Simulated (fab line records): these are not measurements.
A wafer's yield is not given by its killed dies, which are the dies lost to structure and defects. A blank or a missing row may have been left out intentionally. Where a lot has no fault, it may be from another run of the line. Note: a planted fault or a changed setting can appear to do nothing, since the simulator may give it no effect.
One fault seen from 2 desks / flow gf180mcu / every desk sees just its own numbers, and what lay behind them comes last

TOOL OWNER'S DESK, furnace-02
The tool's own readings at GF_DUAL_GATE_OXIDATION_02 (stabilise 600 s, purge 300 s, target thk 10.887 nm): means of the sampled wafers that have a number, for each lot that ran on this tool. A lot is out of limits, marked OUT, if its mean lies more than 4 standard deviations from the usual mean; the brackets give that distance.
Columns: A = spike_tc_centre_C at GF_DUAL_GATE_OXIDATION_02, usual 900.7 C; B = spike_tc_lower_C at GF_DUAL_GATE_OXIDATION_02, usual 901.5 C; C = spike_tc_top_C at GF_DUAL_GATE_OXIDATION_02, usual 907.8 C; D = tube_center_temp_C at GF_DUAL_GATE_OXIDATION_02, usual 899.99 C; E = tube_center_temp_C_max at GF_DUAL_GATE_OXIDATION_02, usual 902.3; F = zone_power_bottom_pct at GF_DUAL_GATE_OXIDATION_02, usual 25.4 %
lot=L676; first seen here=day 9 18:34; A=897.1; B=898.0; C=903.5; D=896.27 (-44) OUT; E=898.5 (-11) OUT; F=26.0
lot=L677; first seen here=day 10 05:07; A=897.5; B=898.8; C=904.9; D=896.37 (-43) OUT; E=898.8 (-9.8) OUT; F=25.8
lot=L678; first seen here=day 10 05:07; A=897.1; B=898.1; C=903.4; D=896.31 (-43) OUT; E=898.6 (-10) OUT; F=25.4
lot=L688; first seen here=day 12 23:37; A=900.8; B=901.9; C=906.4; D=900.00; E=902.2; F=25.9
lot=L689; first seen here=day 13 04:10; A=902.0; B=902.5; C=908.0; D=899.97; E=902.1; F=26.0
This desk finds L676, L677, L678 out of limits, L676 being first, at day 9 18:34 (tube_center_temp_C at GF_DUAL_GATE_OXIDATION_02). Within limits: L688, L689.

FROM THE METROLOGY DESK
Lot by lot, what the gauges showed, no matter which tool ran the lot: averages of those sampled wafers that carry a number. A lot is out of limits, marked OUT, if its mean lies more than 4 standard deviations from the usual mean; the brackets give that distance.
Columns: A = VT_IMPLANT_4_TW at GF_VT_IMPLANT_TW_MEAS_43, usual 692; B = MVSD_RS at GF_VT_IMPLANT_RS_MEAS_46, usual 456.3 ohm/sq; C = NWELL_RS at GF_VT_IMPLANT_RS_MEAS_47, usual 487.0 ohm/sq; D = LVPWELL_RS at GF_VT_IMPLANT_RS_MEAS_48, usual 1195 ohm/sq; E = MVPSD_RS at GF_VT_IMPLANT_RS_MEAS_49, usual 1168 ohm/sq; F = DUAL_GATE_OXIDATION_00_THK at GF_DUAL_GATE_THK_MEAS_03, usual 11.13 nm; G = DUAL_GATE_OVL at GF_DUAL_GATE_OVL_MEAS_11, usual -0.8 nm
lot=L674; first seen here=day 9 00:54; A=687; B=456.1; C=487.8; D=1195; E=1167; F=10.90; G=0.1
lot=L676; first seen here=day 9 17:43; A=684; B=456.4; C=488.9; D=1197; E=1172; F=10.70; G=-0.5
lot=L677; first seen here=day 10 03:15; A=691; B=454.5; C=487.2; D=1196; E=1166; F=10.65; G=0.7
lot=L678; first seen here=day 10 04:08; A=691; B=455.6; C=487.8; D=1202; E=1170; F=11.01; G=-2.8
lot=L688; first seen here=day 12 22:08; A=699; B=457.0; C=486.5; D=1197; E=1163; F=11.04; G=-0.6
lot=L689; first seen here=day 13 03:05; A=692; B=456.2; C=486.5; D=1192; E=1169; F=11.32; G=-0.7
lot=L693; first seen here=day 14 10:14; A=685; B=457.7; C=487.5; D=1190; E=1164; F=10.83; G=-0.3
Result from this desk: across the 7 lots, nothing is out of limits.

TAKEN TOGETHER
At day 9 18:34, on L676, L677, L678, the tool owner's desk was in a position to raise an alarm.
At the metrology desk, nothing out of limits was observed.
The metrology desk has L676, L677, L678 on record, within its limits.
The lots listed all ran GF_DUAL_GATE_OXIDATION_02 on furnace-02.

WHAT THE SIMULATOR PUT IN
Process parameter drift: furnace-02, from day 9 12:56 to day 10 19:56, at GF_DUAL_GATE_OXIDATION_02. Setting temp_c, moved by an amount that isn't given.
Shown lots that were struck: L676, L677, L678.
Delay in hours, fault start to first out-of-limits reading, by desk: the tool owner's desk at 6.
